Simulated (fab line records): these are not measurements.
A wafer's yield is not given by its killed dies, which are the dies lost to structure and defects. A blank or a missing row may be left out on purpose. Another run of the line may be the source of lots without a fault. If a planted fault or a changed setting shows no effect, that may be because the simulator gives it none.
A struck lot beside a sound one ; flow sky130 ; 14 steps out of a route of 708
Sound: the wafers L946.1, L946.2, L946.5. Struck: wafers L952.2, L952.3, L952.5. Last of all comes the cause.
Per side, at each step with rows, come the tool, then ch with its chambers, and then its first start. Under that, the readings that differ: sound wafers ; struck wafers ; difference of the means ; sigmas: that difference in standard deviations of wafers without a fault.
alike: same words and numbers on both sides, and readings whose means sit less than 2 such deviations apart. not compared: any withheld reading, any reading some wafer has no value for, any bound like >300 that may hide the same value, and any number with overlapping values for which the record gives no deviation.
Wherever a step has rows on one side only, a row that says differs or no value, or a row with sigmas, the two part there. Numbers that don't overlap but have no deviation are shown without sigmas and don't part them. A reading that every wafer of one side lacks parts them only if that side has two wafers or more.

first, 1 step without rows for these wafers: SKY_NWELL_IMPLANT_24.
SKY_NWELL_STRIP_25: strips in O2/N2.
  sound on plasma_asher-04 ch 0,1, day 6 15:05; struck on plasma_asher-03 ch 0,1, day 7 23:07
  alike: drypump_motor_current_A, oes_product_au, strip_time_to_endpoint_s
  not compared: rf_hours_counter_h
SKY_NWELL_TW_MEAS_26:
  sound on film_metro-02 at day 6 15:11; struck on film_metro-01 at day 7 23:13
  alike: NWELL_2_TW
then, 1 step without rows for these wafers: SKY_NWELL_CLEAN_27 (cleans in SC1/SC2, time 150 s).
SKY_NWELL_RTA_28: time 30 s.
  sound on rtp_anneal-01 ch 0, day 6 15:17; struck on rtp_anneal-02 ch 0, day 7 23:20
  alike: chamber_o2_ppm, lamp_power_pct, wafer_temp_C_max
SKY_NWELL_RS_MEAS_29: measures by four-point-probe.
  sound on film_metro-04 at day 6 15:23; struck on film_metro-04 at day 7 23:26
  alike: NWELL_RS
SKY_NWELL_RS_MEAS_31: measures by four-point-probe.
  sound on film_metro-04 at day 6 15:38; struck on film_metro-04 at day 7 23:41
  alike: PWDE_RS
then, 4 steps without rows for these wafers: SKY_VT_ADJUST_HVTP_DEHYDRATE_00 (time 60 s); SKY_VT_ADJUST_HVTP_HMDS_01 (prime time 60 s); SKY_VT_ADJUST_HVTP_COAT_02 (resist thk 1140 nm); SKY_VT_ADJUST_HVTP_SOFTBAKE_03 (time 60 s).
SKY_VT_ADJUST_HVTP_EXPOSE_04: exposes mask HVTPM, target cd 380 nm.
  sound on iline_stepper-01 ch 0, day 7 01:10; struck on iline_stepper-01 ch 0, day 8 10:08
reading;sound;struck;difference;sigmas
exposure_dose_mJ_cm2;139.64 139.68 139.55;136.72 136.61 136.80;-2.91;-16
  alike: mask
after that, 1 step had no rows for these wafers: SKY_VT_ADJUST_HVTP_PEB_05.
-- record jumps: 40 days separate the struck wafers' starts on either side; left off in module VT_ADJUST_HVTP, taken up again in module PAD_OPEN, whose first shown step is the route's number 708 --
SKY_PAD_OPEN_PROBE_99:
  sound on prober-02 at day 46 23:37; struck on prober-01 at day 48 09:53
reading;sound;struck;difference;sigmas
killed_at_contacts;23 20 21;36 39 38;+16;+3
  alike: killed_at_M0_to_M3, killed_at_M4_up, killed_at_front_end, killed_at_other, killed_dies, killed_open, killed_short

== WHERE THEY PART ==
First at SKY_VT_ADJUST_HVTP_EXPOSE_04; last, within this record, at SKY_PAD_OPEN_PROBE_99.

WHY: what had been put in by the simulator
Process parameters drifting: iline_stepper-01 at SKY_VT_ADJUST_HVTP_EXPOSE_04, beginning at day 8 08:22. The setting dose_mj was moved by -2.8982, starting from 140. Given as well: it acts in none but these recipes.
